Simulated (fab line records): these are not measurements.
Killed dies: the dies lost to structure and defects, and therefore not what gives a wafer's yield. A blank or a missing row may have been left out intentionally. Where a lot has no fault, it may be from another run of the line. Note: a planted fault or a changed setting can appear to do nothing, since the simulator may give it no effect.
fab line records    flow sky130    part 2 of 2: steps 29 to 38 of 38
record: lots: 5  wafers: 15  lastDay: 49
route steps=708 shown VT_ADJUST_HVTP@88 VT_ADJUST_LVTN@97 VT_ADJUST_NCORE@119
lots with no fault: from the same line, run without faults
startH: start of the lot's first displayed wafer, in hours after the record's first day    waitH: how many hours have passed since the lot's step before this one    " as in the row above    L1.1+2: a row that stands for several wafers    - either no value or no given start    * or withheld: withheld    < > ~ a bound
route shown NAME@n: NAME is a module with steps in the file, n the number in the route of the first one    usual: mean and standard deviation over wafers with no fault    same: alike in all rows    chamber/n: place in a boat    sites: each site's reading    _std_site: how widely they spread, as a standard deviation    _edge_site: outer sites' mean less inner sites'    radiusMm: for every site, how far away it sits from the centre of the wafer    mask NAME#n: copy n    behind: the last tool/chamber to shape the wafer    hold: reason for holding the lot/hours on hold/outcome of the hold    device: the transistor (n, p or np) that didn't switch    end of line: at the end of the route, the tests of the same wafers    step lacking rows: just its recipe    killed: at the first sort, the dies lost to defects and structure; wafer yield is something else    map: the dies of a wafer, with x for killed, . for not killed, _ for no die there
set.NAME: the setting as run; set.NAME@STEP: as run at that earlier step    model.NAME: the simulator's own value behind a step, which no gauge read
a table for each step, a row for each wafer; lots at some steps of the route
services: when a tool's chamber went out of use (startH, in hours from the record's first day, below 0 if earlier), for how many hours, and the reason
== steps ==
step: SKY_VT_ADJUST_LVTN_IMPLANT_19
recipe: species: B  energyKev: 30  doseCm2: 6.5e+11  tiltDeg: withheld
usual: beamOnS: 9.99/0.21
lot.wafer  tool          chamber  startH  waitH  beamOnS
L078.4     implanter-04  0        188.35  0.1    9.92
L078.5     "             0        "       "      10.47
L078.6     "             0        "       "      9.76
L084.2     implanter-01  0        226.31  0.0    10.30
L084.3     "             0        "       "      9.76
L084.5     "             0        "       "      10.06
L085.2     implanter-01  0        232.50  0.0    9.89
L085.3     "             0        "       "      9.82
L085.6     "             0        "       "      9.97
L091.4     implanter-01  0        275.66  0.1    9.92
L091.5     "             0        "       "      10.18
L091.6     "             0        "       "      9.88
L094.1     implanter-03  0        294.42  0.0    10.08
L094.5     "             0        "       "      9.99
L094.6     "             0        "       "      10.42
step: SKY_VT_ADJUST_LVTN_STRIP_20
recipe: chemistry: O2/N2  powerW: 1400  pressureMtorr: 1500  platenTempC: withheld  o2FlowSccm: 3000  n2FlowSccm: 300  overashFraction: 0.5
usual: drypumpMotorCurrentA: 5.7/0.45  oesProductAu: 0.715/0.0047  stripTimeToEndpointS: 14.19/0.035
lot.wafer  tool            chamber  startH  waitH  drypumpMotorCurrentA  oesProductAu  rfHoursCounterH  stripTimeToEndpointS
L078.4     plasmaAsher-02  0        188.46  0.1    5.6                   0.717         -                14.22
L078.5     "               1        "       "      6.4                   0.718         -                14.21
L078.6     "               0        "       "      5.6                   0.711         -                14.22
L084.2     plasmaAsher-03  0        226.44  0.1    5.3                   0.703         39               14.22
L084.3     "               0        "       "      5.3                   0.708         -                14.22
L084.5     "               0        "       "      5.3                   0.712         -                14.23
L085.2     plasmaAsher-02  1        232.63  0.1    6.4                   0.716         56               14.14
L085.3     "               1        "       "      6.4                   0.717         -                14.19
L085.6     "               0        "       "      5.6                   0.714         -                14.18
L091.4     plasmaAsher-01  1        275.77  0.1    5.9                   0.722         -                14.20
L091.5     "               1        "       "      5.9                   0.703         -                14.19
L091.6     "               0        "       "      6.1                   0.714         -                14.22
L094.1     plasmaAsher-03  1        294.57  0.1    5.2                   0.706         46               14.19
L094.5     "               0        "       "      5.3                   0.716         -                14.20
L094.6     "               1        "       "      5.2                   0.728         -                14.19
step: SKY_VT_ADJUST_LVTN_TW_MEAS_21
usual: VT_ADJUST_LVTN_2_TW: 189.3/1.5
lot.wafer  tool          chamber  startH  waitH  VT_ADJUST_LVTN_2_TW
L078.4     filmMetro-04  -        188.56  0.1    189.0
L078.5     "             -        "       "      188.8
L078.6     "             -        "       "      189.2
L084.2     filmMetro-02  -        226.55  0.1    188.5
L084.3     "             -        "       "      189.4
L084.5     "             -        "       "      190.6
L085.2     filmMetro-03  -        232.74  0.1    191.2
L085.3     "             -        "       "      191.8
L085.6     "             -        "       "      191.6
L091.4     filmMetro-03  -        275.86  0.1    192.0
L091.5     "             -        "       "      192.4
L091.6     "             -        "       "      191.9
L094.1     filmMetro-04  -        294.67  0.1    187.7
L094.5     "             -        "       "      187.5
L094.6     "             -        "       "      188.0
step: SKY_VT_ADJUST_NCORE_DEHYDRATE_00
recipe: tempC: 200  timeS: 60
usual: heaterPowerTotalW: 160.34/0.11
lot.wafer  tool           chamber  startH  waitH  heaterPowerTotalW
L078.4     lithoTrack-04  0        198.82  10.3   160.32
L078.5     "              0        "       "      160.37
L078.6     "              0        "       "      160.37
L084.2     lithoTrack-04  0        236.27  9.7    160.50
L084.3     "              0        "       "      160.50
L084.5     "              0        "       "      160.24
L085.2     lithoTrack-03  0        243.91  11.2   160.41
L085.3     "              0        "       "      160.39
L085.6     "              0        "       "      160.18
L091.4     lithoTrack-03  0        287.26  11.4   160.39
L091.5     "              0        "       "      160.35
L091.6     "              0        "       "      160.17
L094.1     lithoTrack-04  0        306.75  12.1   160.38
L094.5     "              0        "       "      160.43
L094.6     "              0        "       "      160.40
step: SKY_VT_ADJUST_NCORE_HMDS_01
recipe: primeTimeS: 60  primeTempC: 120
lot.wafer   tool           chamber  startH  waitH
L078.4+5+6  lithoTrack-04  0        198.97  0.1
L084.2+3+5  lithoTrack-04  0        236.42  0.1
L085.2+3+6  lithoTrack-03  0        244.06  0.1
L091.4+5+6  lithoTrack-03  0        287.41  0.1
L094.1+5+6  lithoTrack-04  0        306.90  0.1
step: SKY_VT_ADJUST_NCORE_COAT_02
recipe: resist: NOVOLAK  spinRpm: 3000  resistThkNm: 1140
lot.wafer   tool           chamber  startH  waitH
L078.4+5+6  lithoTrack-04  0        199.12  0.1
L084.2+3+5  lithoTrack-04  0        236.57  0.1
L085.2+3+6  lithoTrack-03  0        244.21  0.1
L091.4+5+6  lithoTrack-03  0        287.56  0.1
L094.1+5+6  lithoTrack-04  0        307.05  0.1
step: SKY_VT_ADJUST_NCORE_SOFTBAKE_03
recipe: tempC: 90  timeS: 60  resist: NOVOLAK
usual: heaterPowerTotalW: 56.60/0.041
lot.wafer  tool           chamber  startH  waitH  heaterPowerTotalW
L078.4     lithoTrack-04  0        199.27  0.1    56.66
L078.5     "              0        "       "      56.56
L078.6     "              0        "       "      56.57
L084.2     lithoTrack-04  0        236.72  0.1    56.57
L084.3     "              0        "       "      56.59
L084.5     "              0        "       "      56.63
L085.2     lithoTrack-03  0        244.36  0.1    56.58
L085.3     "              0        "       "      56.59
L085.6     "              0        "       "      56.54
L091.4     lithoTrack-03  0        287.71  0.1    56.63
L091.5     "              0        "       "      56.65
L091.6     "              0        "       "      56.59
L094.1     lithoTrack-04  0        307.20  0.1    56.67
L094.5     "              0        "       "      56.62
L094.6     "              0        "       "      56.65
step: SKY_VT_ADJUST_NCORE_EXPOSE_04
recipe: maskId: LVTN_COMPLEMENT_THIN  na: 0.6  sourceShape: conventional  sigmaOuter: 0.6  polarization: unpolarized  targetCdNm: 380  doseMj: 139
usual: reticleTempC: 23.02/0.11
lot.wafer  tool             chamber  startH  waitH  mask                    reticleTempC
L078.4     ilineStepper-02  0        -       -      LVTN_COMPLEMENT_THIN#0  22.95
L078.5     "                0        "       "      LVTN_COMPLEMENT_THIN#0  23.11
L078.6     "                0        "       "      LVTN_COMPLEMENT_THIN#0  22.90
L084.2     ilineStepper-01  0        -       -      LVTN_COMPLEMENT_THIN#0  23.13
L084.3     "                0        "       "      LVTN_COMPLEMENT_THIN#0  23.01
L084.5     "                0        "       "      LVTN_COMPLEMENT_THIN#0  23.13
L085.2     ilineStepper-02  0        -       -      LVTN_COMPLEMENT_THIN#0  23.18
L085.3     "                0        "       "      LVTN_COMPLEMENT_THIN#0  23.08
L085.6     "                0        "       "      LVTN_COMPLEMENT_THIN#0  22.97
L091.4     ilineStepper-02  0        -       -      LVTN_COMPLEMENT_THIN#0  23.12
L091.5     "                0        "       "      LVTN_COMPLEMENT_THIN#0  22.66
L091.6     "                0        "       "      LVTN_COMPLEMENT_THIN#0  22.91
L094.1     ilineStepper-02  0        -       -      LVTN_COMPLEMENT_THIN#0  22.93
L094.5     "                0        "       "      LVTN_COMPLEMENT_THIN#0  23.01
L094.6     "                0        "       "      LVTN_COMPLEMENT_THIN#0  23.14
step: SKY_VT_ADJUST_NCORE_PEB_05
recipe: tempC: withheld  timeS: *  resist: NOVOLAK
lot.wafer   tool           chamber  startH  waitH
L078.4+5+6  lithoTrack-04  0        -       -
L084.2+3+5  lithoTrack-03  0        -       -
L085.2+3+6  lithoTrack-03  0        -       -
L091.4+5+6  lithoTrack-02  0        -       -
L094.1+5+6  lithoTrack-02  0        -       -
step: SKY_VT_ADJUST_NCORE_DEVELOP_06
recipe: resist: NOVOLAK  developer: TMAH  developTimeS: 60  devTempC: 23
lot.wafer   tool           chamber  startH  waitH
L078.4+5+6  lithoTrack-04  0        209.47  0.1
L084.2+3+5  lithoTrack-03  0        247.51  0.1
L085.2+3+6  lithoTrack-03  0        255.61  0.1
L091.4+5+6  lithoTrack-02  0        300.12  0.1
L094.1+5+6  lithoTrack-02  0        319.70  0.1
== services ==
tool             chamber  startH  hours  kind
plasmaAsher-04   0        117.75  -      clean
plasmaAsher-04   1        117.75  -      clean
implanter-01     -        117.88  3.0    repair
plasmaAsher-04   -        119.83  3.0    repair
ilineStepper-01  -        122.30  1.7    pm
implanter-02     -        152.21  3.5    repair
ilineStepper-02  -        159.21  1.7    pm
implanter-01     -        166.03  2.8    repair
ilineStepper-01  -        166.14  18.6   repair
implanter-01     -        185.57  4.3    pm
implanter-02     -        211.35  4.5    repair
implanter-02     -        215.81  3.2    pm
implanter-02     -        220.33  13.1   pm
implanter-04     -        222.99  20.4   pm
ilineStepper-02  -        232.44  4.6    repair
implanter-03     -        233.70  1.7    repair
implanter-04     -        248.29  2.4    repair
implanter-01     -        253.56  2.3    repair
ilineStepper-02  -        269.51  4.3    repair
ilineStepper-01  -        276.45  1.9    repair
implanter-02     -        280.70  3.3    repair
implanter-02     -        311.20  4.1    pm
